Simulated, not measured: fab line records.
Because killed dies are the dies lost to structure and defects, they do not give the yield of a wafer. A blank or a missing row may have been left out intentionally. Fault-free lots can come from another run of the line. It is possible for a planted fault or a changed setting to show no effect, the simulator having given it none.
fab line records	flow sky130
[record] lots = 24	wafers = 72	last-day = 50
route steps=708 shown PWDE@84 CONTACT@421 METAL1@438 VIA2@531 METAL3@564
lots untouched by any fault: they come from a run of this same line in which no faults occurred
start-h: start of the lot's first displayed wafer, in hours after the record's first day	wait-h: hours elapsed since this lot's preceding step	" identical to the entry in the row above	L1.1+2: a single row standing in for several wafers	- either no value or no given start	* or withheld: withheld	< > ~ a bound
route shown NAME@n: NAME is a module with steps in the file, n the number in the route of the first one	usual: mean and standard deviation over wafers with no fault	same: alike in all rows	chamber/n: place in a boat	sites: readings site by site	_std_site: how widely they spread, as a standard deviation	_edge_site: inner sites' mean taken away from outer sites' mean	radius-mm: how far each site lies from the wafer's centre	mask NAME#n: copy n	behind: the last tool/chamber to shape the wafer	hold: cause of the lot's hold/its duration in hours/its outcome	device: the transistor (n, p or np) that didn't switch	end of line: the tests these same wafers got at the end of their route	a step given without rows: its recipe and nothing more	killed: count of dies lost to structure and defects at first sort (not the wafer's yield)	map: per-die view of a wafer (x killed, . not killed, _ where there is no die)
set.NAME: the run value of the setting; set.NAME@STEP: its run value at that earlier step	model.NAME: the simulator's own value behind a step, which no gauge read
steps of the route over a sample of lots; a table a step, a row a wafer
services: a tool's chamber out of use, with start hour (start-h, from the record's first day; less than 0 if before it), hours out, and reason
[[steps]]
[step SKY_NWELL_RS_MEAS_31]
[recipe] thk-meas-gauge = four-point-probe
[usual] PWDE_RS = 5278/20
lot.wafer	tool	chamber	start-h	wait-h	PWDE_RS[ohm/sq]
L074.1	film-metro-01	-	101.31	0.1	5297
L074.4	"	-	"	"	5289
L074.6	"	-	"	"	5282
L075.2	film-metro-01	-	113.48	0.1	5277
L075.3	"	-	"	"	5259
L075.6	"	-	"	"	5274
L076.1	film-metro-03	-	118.51	0.1	5282
L076.3	"	-	"	"	5274
L076.6	"	-	"	"	5266
L077.1	film-metro-01	-	125.16	0.1	5259
L077.3	"	-	"	"	5287
L077.6	"	-	"	"	5273
L078.3	film-metro-02	-	132.30	0.1	5267
L078.4	"	-	"	"	5284
L078.6	"	-	"	"	5274
L079.1	film-metro-03	-	136.16	0.1	5281
L079.3	"	-	"	"	5268
L079.4	"	-	"	"	5290
L080.2	film-metro-01	-	143.61	0.1	5287
L080.3	"	-	"	"	5294
L080.4	"	-	"	"	5278
L081.4	film-metro-03	-	144.30	0.1	5296
L081.5	"	-	"	"	5287
L081.6	"	-	"	"	5287
L082.1	film-metro-03	-	152.06	0.1	5290
L082.2	"	-	"	"	5287
L082.4	"	-	"	"	5300
L083.2	film-metro-02	-	159.83	0.1	5250
L083.5	"	-	"	"	5272
L083.6	"	-	"	"	5265
L084.3	film-metro-03	-	171.50	0.1	5326
L084.4	"	-	"	"	5323
L084.5	"	-	"	"	5306
L085.1	film-metro-02	-	177.34	0.1	5296
L085.3	"	-	"	"	5297
L085.4	"	-	"	"	5286
L086.4	film-metro-01	-	183.61	0.1	5280
L086.5	"	-	"	"	5282
L086.6	"	-	"	"	5283
L087.1	film-metro-01	-	189.31	0.1	5229
L087.2	"	-	"	"	5223
L087.5	"	-	"	"	5214
L088.1	film-metro-03	-	192.11	0.1	5286
L088.2	"	-	"	"	5254
L088.3	"	-	"	"	5268
L089.2	film-metro-01	-	199.88	0.1	5256
L089.4	"	-	"	"	5259
L089.5	"	-	"	"	5246
L090.1	film-metro-03	-	206.51	0.1	5257
L090.3	"	-	"	"	5272
L090.5	"	-	"	"	5268
L091.2	film-metro-02	-	210.03	0.1	5301
L091.3	"	-	"	"	5315
L091.4	"	-	"	"	5322
L092.3	film-metro-03	-	216.76	0.1	5269
L092.4	"	-	"	"	5287
L092.6	"	-	"	"	5285
L093.1	film-metro-01	-	219.86	0.1	5275
L093.2	"	-	"	"	5274
L093.4	"	-	"	"	5276
L094.1	film-metro-03	-	224.11	0.1	5283
L094.2	"	-	"	"	5280
L094.4	"	-	"	"	5279
L095.3	film-metro-01	-	229.88	0.1	5275
L095.5	"	-	"	"	5261
L095.6	"	-	"	"	5268
L096.2	film-metro-02	-	237.58	0.1	5304
L096.4	"	-	"	"	5305
L096.6	"	-	"	"	5291
L097.1	film-metro-01	-	242.96	0.1	5283
L097.3	"	-	"	"	5286
L097.6	"	-	"	"	5290
[step SKY_CONTACT_OVL_MEAS_15]
[usual] CONTACT_OVL = 2/6.3
lot.wafer	tool	chamber	start-h	wait-h	CONTACT_OVL[nm]
L074.1	overlay-02	-	725.07	0.1	-9
L074.4	"	-	"	"	6
L074.6	"	-	"	"	-1
L075.2	overlay-02	-	742.63	0.1	4
L075.3	"	-	"	"	6
L075.6	"	-	"	"	3
L076.1	overlay-02	-	753.01	0.1	2
L076.3	"	-	"	"	5
L076.6	"	-	"	"	-5
L077.1	overlay-02	-	760.59	0.1	6
L077.3	"	-	"	"	5
L077.6	"	-	"	"	7
L078.3	overlay-01	-	767.93	0.1	4
L078.4	"	-	"	"	-2
L078.6	"	-	"	"	-3
L079.1	overlay-01	-	778.31	0.1	18
L079.3	"	-	"	"	14
L079.4	"	-	"	"	5
L080.2	overlay-01	-	785.60	0.1	7
L080.3	"	-	"	"	-4
L080.4	"	-	"	"	-4
L082.1	overlay-01	-	800.81	0.1	-6
L082.2	"	-	"	"	3
L082.4	"	-	"	"	-1
L081.4	overlay-02	-	801.46	0.1	6
L081.5	"	-	"	"	12
L081.6	"	-	"	"	-4
L083.2	overlay-01	-	805.88	0.1	-4
L083.5	"	-	"	"	1
L083.6	"	-	"	"	-3
L084.3	overlay-02	-	823.74	0.1	10
L084.4	"	-	"	"	2
L084.5	"	-	"	"	5
L085.1	overlay-01	-	825.99	0.1	2
L085.3	"	-	"	"	-1
L085.4	"	-	"	"	0
L086.4	overlay-01	-	834.01	0.1	-4
L086.5	"	-	"	"	7
L086.6	"	-	"	"	-5
L087.1	overlay-02	-	843.16	0.1	0
L087.2	"	-	"	"	3
L087.5	"	-	"	"	0
L088.1	overlay-01	-	848.44	0.1	0
L088.2	"	-	"	"	4
L088.3	"	-	"	"	4
L089.2	overlay-02	-	859.43	0.1	-4
L089.4	"	-	"	"	-3
L089.5	"	-	"	"	1
L090.1	overlay-01	-	867.16	0.1	3
L090.3	"	-	"	"	3
L090.5	"	-	"	"	2
L091.2	overlay-02	-	868.61	0.1	-2
L091.3	"	-	"	"	4
L091.4	"	-	"	"	-6
L092.3	overlay-02	-	877.22	0.1	10
L092.4	"	-	"	"	4
L092.6	"	-	"	"	3
L093.1	overlay-01	-	881.46	0.1	-7
L093.2	"	-	"	"	12
L093.4	"	-	"	"	8
L094.1	overlay-02	-	886.04	0.1	-4
L094.2	"	-	"	"	-10
L094.4	"	-	"	"	-14
L095.3	overlay-02	-	890.84	0.1	3
L095.5	"	-	"	"	-3
L095.6	"	-	"	"	-3
L096.2	overlay-02	-	900.15	0.1	11
L096.4	"	-	"	"	12
L096.6	"	-	"	"	7
L097.1	overlay-01	-	907.06	0.1	5
L097.3	"	-	"	"	0
L097.6	"	-	"	"	9
[step SKY_METAL1_SPUTTER_04]
[recipe] material = TiN	target-thk-nm = 70	power-w = 6500	time-s = 58.3	chamber-pressure-pa = 0.4
[usual] cathode-dc-power-W = 6500.1/1.1	throttle-valve-pct = 29.4/0.9
lot.wafer	tool	chamber	start-h	wait-h	cathode-dc-power-W	throttle-valve-pct
L074.1	pvd-sputter-03	-	726.58	0.0	6500.7	29.8
L074.4	"	-	"	"	6500.7	28.8
L074.6	"	-	"	"	6498.0	31.2
L075.2	pvd-sputter-04	-	744.12	0.0	6502.2	29.8
L075.3	"	-	"	"	6500.6	28.9
L075.6	"	-	"	"	6502.8	28.8
L076.1	pvd-sputter-02	-	754.51	0.0	6500.5	27.6
L076.3	"	-	"	"	6502.5	29.5
L076.6	"	-	"	"	6500.0	29.6
L077.1	pvd-sputter-03	-	762.09	0.0	6499.5	31.3
L077.3	"	-	"	"	6499.7	28.7
L077.6	"	-	"	"	6499.6	28.7
L078.3	pvd-sputter-04	-	769.55	0.0	6501.0	29.9
L078.4	"	-	"	"	6498.7	29.3
L078.6	"	-	"	"	6499.8	29.6
L079.1	pvd-sputter-02	-	779.81	0.0	6500.2	29.4
L079.3	"	-	"	"	6501.6	27.6
L079.4	"	-	"	"	6499.3	29.6
L080.2	pvd-sputter-04	-	787.15	0.0	6501.2	29.9
L080.3	"	-	"	"	6499.7	29.1
L080.4	"	-	"	"	6500.3	29.2
L082.1	pvd-sputter-03	-	802.31	0.0	6501.3	29.4
L082.2	"	-	"	"	6501.0	31.3
L082.4	"	-	"	"	6500.1	28.8
L081.4	pvd-sputter-02	-	802.94	0.0	6498.0	29.1
L081.5	"	-	"	"	6498.0	27.8
L081.6	"	-	"	"	6501.0	29.0
L083.2	pvd-sputter-03	-	807.37	0.0	6500.2	31.2
L083.5	"	-	"	"	6499.2	31.2
L083.6	"	-	"	"	6500.6	29.1
L084.3	pvd-sputter-02	-	825.38	0.0	6499.3	29.8
L084.4	"	-	"	"	6498.1	28.8
L084.5	"	-	"	"	6499.0	29.7
L085.1	pvd-sputter-02	-	827.61	0.0	6500.3	29.6
L085.3	"	-	"	"	6498.9	27.5
L085.4	"	-	"	"	6501.8	28.8
L086.4	pvd-sputter-02	-	835.49	0.0	6499.5	29.4
L086.5	"	-	"	"	6498.8	29.4
L086.6	"	-	"	"	6499.5	29.8
L087.1	pvd-sputter-03	-	844.66	0.0	6499.8	30.2
L087.2	"	-	"	"	6500.5	29.4
L087.5	"	-	"	"	6500.6	31.4
L088.1	pvd-sputter-04	-	849.94	0.0	6500.4	30.3
L088.2	"	-	"	"	6499.4	29.6
L088.3	"	-	"	"	6501.6	29.3
L089.2	pvd-sputter-04	-	860.96	0.0	6500.9	29.2
L089.4	"	-	"	"	6498.4	29.7
L089.5	"	-	"	"	6501.7	30.0
L090.1	pvd-sputter-02	-	868.70	0.0	6500.8	29.4
L090.3	"	-	"	"	6499.1	29.7
L090.5	"	-	"	"	6498.6	29.4
L091.2	pvd-sputter-04	-	870.11	0.0	6500.3	29.7
L091.3	"	-	"	"	6502.1	30.2
L091.4	"	-	"	"	6499.8	28.9
L092.3	pvd-sputter-02	-	878.76	0.0	6500.7	29.6
L092.4	"	-	"	"	6501.0	29.6
L092.6	"	-	"	"	6498.8	29.2
L093.1	pvd-sputter-04	-	883.00	0.0	6500.8	29.4
L093.2	"	-	"	"	6500.0	30.0
L093.4	"	-	"	"	6500.1	28.9
L094.1	pvd-sputter-03	-	887.54	0.0	6499.5	29.5
L094.2	"	-	"	"	6500.9	28.6
L094.4	"	-	"	"	6499.1	30.3
L095.3	pvd-sputter-02	-	892.36	0.0	6502.0	29.7
L095.5	"	-	"	"	6499.0	29.7
L095.6	"	-	"	"	6499.6	29.5
L096.2	pvd-sputter-02	-	901.64	0.0	6499.8	27.5
L096.4	"	-	"	"	6500.2	29.7
L096.6	"	-	"	"	6499.0	29.6
L097.1	pvd-sputter-03	-	908.57	0.0	6500.7	31.7
L097.3	"	-	"	"	6500.7	29.6
L097.6	"	-	"	"	6498.8	31.0
[step SKY_METAL1_OVL_MEAS_16]
[usual] METAL1_OVL = 1/4.5
lot.wafer	tool	chamber	start-h	wait-h	METAL1_OVL[nm]
L074.1	overlay-01	-	754.49	0.1	5
L074.4	"	-	"	"	3
L074.6	"	-	"	"	7
L075.2	overlay-02	-	771.60	0.1	1
L075.3	"	-	"	"	8
L075.6	"	-	"	"	-3
L076.1	overlay-02	-	781.92	0.1	1
L076.3	"	-	"	"	4
L076.6	"	-	"	"	-4
L077.1	overlay-01	-	788.97	0.1	-1
L077.3	"	-	"	"	9
L077.6	"	-	"	"	5
L078.3	overlay-01	-	796.00	0.1	-8
L078.4	"	-	"	"	2
L078.6	"	-	"	"	5
L079.1	overlay-01	-	806.44	0.1	0
L079.3	"	-	"	"	0
L079.4	"	-	"	"	6
L080.2	overlay-01	-	813.86	0.1	-1
L080.3	"	-	"	"	-6
L080.4	"	-	"	"	1
L082.1	overlay-02	-	829.19	0.1	6
L082.2	"	-	"	"	5
L082.4	"	-	"	"	6
L081.4	overlay-01	-	829.44	0.1	2
L081.5	"	-	"	"	3
L081.6	"	-	"	"	-8
L083.2	overlay-02	-	833.86	0.1	7
L083.5	"	-	"	"	-5
L083.6	"	-	"	"	-1
L084.3	overlay-01	-	851.94	0.1	4
L084.4	"	-	"	"	7
L084.5	"	-	"	"	4
L085.1	overlay-01	-	854.02	0.1	0
L085.3	"	-	"	"	4
L085.4	"	-	"	"	3
L086.4	overlay-01	-	862.34	0.1	11
L086.5	"	-	"	"	5
L086.6	"	-	"	"	5
L087.1	overlay-02	-	870.52	0.1	5
L087.2	"	-	"	"	9
L087.5	"	-	"	"	4
L088.1	overlay-02	-	876.06	0.1	-7
L088.2	"	-	"	"	-1
L088.3	"	-	"	"	-5
L089.2	overlay-02	-	886.93	0.1	5
L089.4	"	-	"	"	3
L089.5	"	-	"	"	0
L090.1	overlay-01	-	894.31	0.1	1
L090.3	"	-	"	"	0
L090.5	"	-	"	"	0
L091.2	overlay-01	-	895.78	0.1	11
L091.3	"	-	"	"	-2
L091.4	"	-	"	"	2
L092.3	overlay-01	-	904.57	0.1	0
L092.4	"	-	"	"	4
L092.6	"	-	"	"	-1
L093.1	overlay-02	-	908.57	0.1	0
L093.2	"	-	"	"	-4
L093.4	"	-	"	"	-2
L094.1	overlay-01	-	913.16	0.1	-1
L094.2	"	-	"	"	5
L094.4	"	-	"	"	6
L095.3	overlay-01	-	918.27	0.1	-3
L095.5	"	-	"	"	1
L095.6	"	-	"	"	-3
L096.2	overlay-01	-	926.68	0.1	3
L096.4	"	-	"	"	2
L096.6	"	-	"	"	-2
L097.1	overlay-01	-	933.37	0.1	2
L097.3	"	-	"	"	-2
L097.6	"	-	"	"	-3
[step SKY_VIA2_CMP_24]
[recipe] stop-on = SiO2	t-overpolish-s = 20	down-force-psi = 3.5	platen-rpm = 60	target-thk-nm = 0	pad-velocity-m-s = 0.94248
[usual] motor-current-A = 11.1/0.7	overpolish-run-s = 20.000/0.008	time-to-endpoint-s = 101/3.3
lot.wafer	tool	chamber	start-h	wait-h	motor-current-A	overpolish-run-s	time-to-endpoint-s
L074.1	cmp-02	1	840.05	0.1	11.5	20.012	101
L074.4	"	2	"	"	10.5	20.001	91
L074.6	"	3	"	"	11.1	20.011	100
L075.2	cmp-02	1	856.36	0.0	11.6	20.008	97
L075.3	"	0	"	"	12.2	20.004	105
L075.6	"	2	"	"	10.7	20.016	98
L076.3	cmp-01	0	866.59	0.0	10.8	19.998	100
L076.1	"	1	"	"	12.1	19.999	104
L076.6	"	1	"	"	11.8	19.999	98
L077.3	cmp-02	2	874.51	0.1	10.6	19.996	90
L077.1	"	3	"	"	10.8	19.996	98
L077.6	"	1	"	"	12.0	19.994	101
L078.4	cmp-01	0	881.46	0.1	11.2	19.983	97
L078.3	"	1	"	"	11.6	20.004	101
L078.6	"	3	"	"	10.3	20.000	103
L079.4	cmp-01	2	890.98	0.0	10.0	19.996	98
L079.3	"	0	"	"	10.7	20.000	97
L079.1	"	1	"	"	11.8	20.002	101
L080.4	cmp-01	3	898.46	0.0	11.1	19.995	103
L080.2	"	1	"	"	11.6	19.994	104
L080.3	"	2	"	"	10.0	20.007	101
L082.1	cmp-01	3	911.50	0.1	11.1	20.009	102
L082.2	"	1	"	"	11.4	20.015	95
L082.4	"	2	"	"	9.6	20.004	100
L081.4	cmp-02	3	912.03	0.1	10.7	20.002	103
L081.6	"	2	"	"	10.6	20.003	99
L081.5	"	3	"	"	10.9	19.999	101
L083.2	cmp-02	3	916.91	0.1	10.6	19.986	103
L083.6	"	2	"	"	10.7	20.009	102
L083.5	"	3	"	"	10.8	19.996	104
L084.3	cmp-01	2	933.80	0.1	9.4	19.996	102
L084.4	"	0	"	"	10.7	19.980	103
L084.5	"	2	"	"	10.2	20.006	102
L085.1	cmp-02	1	935.21	0.1	11.7	19.999	106
L085.4	"	2	"	"	10.2	19.995	103
L085.3	"	3	"	"	10.8	19.990	104
L086.4	cmp-02	3	943.85	0.0	11.1	20.010	100
L086.5	"	3	"	"	10.4	19.995	103
L086.6	"	0	"	"	12.4	20.004	103
L087.1	cmp-02	1	951.85	0.1	11.7	20.005	102
L087.2	"	3	"	"	11.2	19.990	98
L087.5	"	1	"	"	11.4	19.999	101
L088.2	cmp-02	3	955.35	0.0	10.6	19.995	99
L088.1	"	0	"	"	12.0	19.994	109
L088.3	"	1	"	"	11.9	20.000	102
L089.2	cmp-01	3	967.39	0.0	11.1	20.000	98
L089.4	"	2	"	"	10.1	20.013	98
L089.5	"	0	"	"	10.9	19.993	95
L090.3	cmp-01	2	973.23	0.0	10.3	19.997	101
L090.1	"	1	"	"	11.7	19.998	101
L090.5	"	3	"	"	10.6	20.010	100
L091.2	cmp-01	2	974.30	0.0	9.2	20.012	101
L091.3	"	3	"	"	10.8	20.014	98
L091.4	"	1	"	"	11.3	20.009	99
L092.4	cmp-02	1	982.41	0.1	11.6	19.991	104
L092.3	"	3	"	"	10.7	19.994	100
L092.6	"	0	"	"	11.5	19.997	107
L093.2	cmp-02	3	987.23	0.1	10.4	19.995	99
L093.1	"	0	"	"	11.6	20.003	101
L093.4	"	1	"	"	11.4	20.012	98
L094.2	cmp-02	2	991.93	0.1	10.0	20.005	101
L094.4	"	3	"	"	11.0	20.006	105
L094.1	"	0	"	"	11.5	20.010	104
L095.3	cmp-02	3	996.87	0.2	10.9	19.998	102
L095.5	"	0	"	"	11.4	19.999	106
L095.6	"	1	"	"	11.7	20.002	102
L096.2	cmp-01	3	1003.89	0.0	10.4	20.006	103
L096.4	"	1	"	"	11.6	20.003	103
L096.6	"	3	"	"	11.1	20.003	106
L097.3	cmp-02	3	1010.55	0.1	10.7	20.017	100
L097.1	"	0	"	"	12.3	19.981	101
L097.6	"	1	"	"	11.1	19.986	105
[step SKY_METAL3_OVL_MEAS_14]
[usual] METAL3_OVL = 1/5.2
lot.wafer	tool	chamber	start-h	wait-h	METAL3_OVL[nm]
L074.1	overlay-01	-	892.92	0.1	7
L074.4	"	-	"	"	4
L074.6	"	-	"	"	3
L075.2	overlay-02	-	908.93	0.1	-5
L075.3	"	-	"	"	6
L075.6	"	-	"	"	-3
L076.1	overlay-01	-	919.28	0.1	-2
L076.3	"	-	"	"	4
L076.6	"	-	"	"	2
L077.1	overlay-02	-	926.32	0.1	2
L077.3	"	-	"	"	5
L077.6	"	-	"	"	13
L078.3	overlay-01	-	933.04	0.1	0
L078.4	"	-	"	"	-2
L078.6	"	-	"	"	-7
L079.1	overlay-02	-	941.74	0.1	-3
L079.3	"	-	"	"	3
L079.4	"	-	"	"	5
L080.2	overlay-02	-	948.58	0.1	11
L080.3	"	-	"	"	17
L080.4	"	-	"	"	11
L082.1	overlay-01	-	961.37	0.1	2
L082.2	"	-	"	"	4
L082.4	"	-	"	"	-1
L081.4	overlay-02	-	961.74	0.1	-9
L081.5	"	-	"	"	-3
L081.6	"	-	"	"	-7
L083.2	overlay-02	-	966.80	0.1	-1
L083.5	"	-	"	"	5
L083.6	"	-	"	"	4
L084.3	overlay-02	-	982.69	0.1	5
L084.4	"	-	"	"	3
L084.5	"	-	"	"	7
L085.1	overlay-02	-	984.42	0.1	9
L085.3	"	-	"	"	8
L085.4	"	-	"	"	-2
L086.4	overlay-01	-	993.46	0.1	0
L086.5	"	-	"	"	-3
L086.6	"	-	"	"	1
L087.1	overlay-02	-	1000.34	0.1	4
L087.2	"	-	"	"	5
L087.5	"	-	"	"	-5
L088.1	overlay-02	-	1003.07	0.1	-1
L088.2	"	-	"	"	-3
L088.3	"	-	"	"	1
L089.2	overlay-02	-	1015.00	0.1	-1
L089.4	"	-	"	"	1
L089.5	"	-	"	"	3
L090.1	overlay-01	-	1020.54	0.1	-3
L090.3	"	-	"	"	12
L090.5	"	-	"	"	5
L091.2	overlay-01	-	1022.20	0.1	-3
L091.3	"	-	"	"	-6
L091.4	"	-	"	"	-10
L092.3	overlay-02	-	1028.86	0.1	0
L092.4	"	-	"	"	2
L092.6	"	-	"	"	8
L093.1	overlay-01	-	1034.42	0.1	9
L093.2	"	-	"	"	9
L093.4	"	-	"	"	11
L094.1	overlay-02	-	1037.79	0.1	2
L094.2	"	-	"	"	1
L094.4	"	-	"	"	2
L095.3	overlay-02	-	1042.84	0.1	-13
L095.5	"	-	"	"	-6
L095.6	"	-	"	"	-8
L096.2	overlay-01	-	1049.73	0.1	3
L096.4	"	-	"	"	-5
L096.6	"	-	"	"	-1
L097.1	overlay-02	-	1056.59	0.1	-2
L097.3	"	-	"	"	-1
L097.6	"	-	"	"	-1
[[services]]
tool	chamber	start-h	hours	kind
cmp-01	-	708.17	10.3	repair
pvd-sputter-02	-	721.29	0.9	repair
cmp-01	-	736.27	1.6	repair
cmp-01	-	738.17	0.7	repair
pvd-sputter-02	-	739.33	5.9	repair
cmp-01	-	744.00	4.0	pm
cmp-02	-	754.07	1.5	repair
pvd-sputter-04	-	756.06	1.0	repair
pvd-sputter-04	-	769.78	1.7	repair
pvd-sputter-02	-	770.39	3.0	repair
cmp-02	-	774.28	4.3	pm
cmp-02	-	788.82	0.9	repair
pvd-sputter-04	-	798.26	5.9	repair
pvd-sputter-04	-	811.54	4.9	repair
cmp-02	-	824.78	1.7	repair
cmp-02	-	845.78	6.2	repair
pvd-sputter-02	-	849.06	1.5	repair
cmp-02	-	861.20	2.7	pm
cmp-02	-	912.28	4.0	pm
pvd-sputter-02	-	930.75	5.9	repair
cmp-01	-	945.18	1.9	repair
pvd-sputter-02	-	970.92	0.8	repair
cmp-01	-	1002.77	0.5	repair
cmp-01	-	1007.35	0.9	repair
[[key]]
fault none
